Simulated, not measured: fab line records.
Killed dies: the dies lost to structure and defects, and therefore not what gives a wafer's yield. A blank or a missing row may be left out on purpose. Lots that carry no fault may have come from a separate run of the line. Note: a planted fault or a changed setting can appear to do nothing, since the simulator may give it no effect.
2 desks, one fault | flow sky130 | every desk sees just its own numbers, and what lay behind them comes last

THE TOOL OWNER'S DESK: implanter-04
The tool's own readings at SKY_NWELL_IMPLANT_24, given as means over the sampled wafers that have a number, one for each lot that went through this tool. Marked OUT: a lot whose mean sits more than 4 standard deviations from the usual mean, which makes it out of limits; the brackets give that distance.
Columns: A = dose-ions-cm2 at SKY_NWELL_IMPLANT_24, usual 9.201e+12; B = faraday-current-uA at SKY_NWELL_IMPLANT_24, usual 51.9
lot  | first seen here | A                           | B
L322 | day 5 23:59     | 9.197e+12                   | 52.7
L323 | day 6 07:23     | 9.184e+12                   | 51.4
L325 | day 6 17:38     | 9.201e+12                   | 52.5
L329 | day 8 02:38     | 9.197e+12                   | 51.5
L332 | day 8 15:29     | 1.578e+13 (+99 or more) OUT | 88.7 (+33) OUT
L333 | day 8 16:56     | 1.574e+13 (+99 or more) OUT | 87.1 (+32) OUT
L334 | day 9 09:46     | 1.575e+13 (+99 or more) OUT | 90.6 (+35) OUT
This desk's finding: out of limits on L332, L333, L334; first on L332, day 8 15:29 (dose-ions-cm2 at SKY_NWELL_IMPLANT_24). L322, L323, L325, L329 stayed within limits.

THE METROLOGY DESK
Lot by lot, what the gauges showed, no matter which tool ran the lot: averages of those sampled wafers that carry a number. Marked OUT: a lot whose mean sits more than 4 standard deviations from the usual mean, which makes it out of limits; the brackets give that distance.
Columns: A = NWELL_2_TW at SKY_NWELL_TW_MEAS_26, usual 493.3; B = VT_ADJUST_NCORE_TW at SKY_VT_ADJUST_NCORE_TW_MEAS_11, usual 218.5; C = SONOS_TUNNEL_TW at SKY_SONOS_TUNNEL_TW_MEAS_12, usual 197.3
lot  | first seen here | A               | B     | C
L321 | day 5 18:41     | 493.7           | 220.3 | 196.2
L322 | day 6 00:14     | 490.4           | 218.8 | 197.9
L323 | day 6 07:38     | 495.8           | 216.0 | 196.0
L325 | day 6 17:53     | 492.6           | 218.4 | 196.7
L326 | day 7 03:14     | 490.4           | 217.4 | 196.9
L327 | day 7 07:51     | 496.2           | 216.6 | 196.9
L329 | day 8 02:53     | 494.0           | 217.8 | 197.6
L332 | day 8 15:44     | 579.1 (+30) OUT | 218.3 | 197.3
L333 | day 8 17:09     | 577.0 (+29) OUT | 219.9 | 197.2
L334 | day 9 10:01     | 586.1 (+32) OUT | 219.5 | 197.1
L341 | day 10 20:11    | 493.0           | 218.0 | 198.0
L342 | day 11 06:20    | 496.3           | 217.4 | 198.4
Per this desk, out of limits: L332, L333, L334; the first was L332, day 8 15:44 (NWELL_2_TW at SKY_NWELL_TW_MEAS_26). L321, L322, L323, L325, L326, L327, L329, L341, L342 stayed within limits.

TAKEN TOGETHER
The tool owner's desk had the chance to raise an alarm at day 8 15:29 on L332, L333, L334.
An alarm was possible from the metrology desk at day 8 15:44, on L332, L333, L334.
Of the lots named, all ran SKY_NWELL_IMPLANT_24 on implanter-04.

WHAT THE SIMULATOR HAD PUT IN
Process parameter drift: implanter-04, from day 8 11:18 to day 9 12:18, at SKY_NWELL_IMPLANT_24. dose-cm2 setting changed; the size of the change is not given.
Struck lots among those shown: L332, L333, L334.
Hours from the fault's start to each desk's first reading out of limits: the tool owner's desk, 4; the metrology desk, 4.
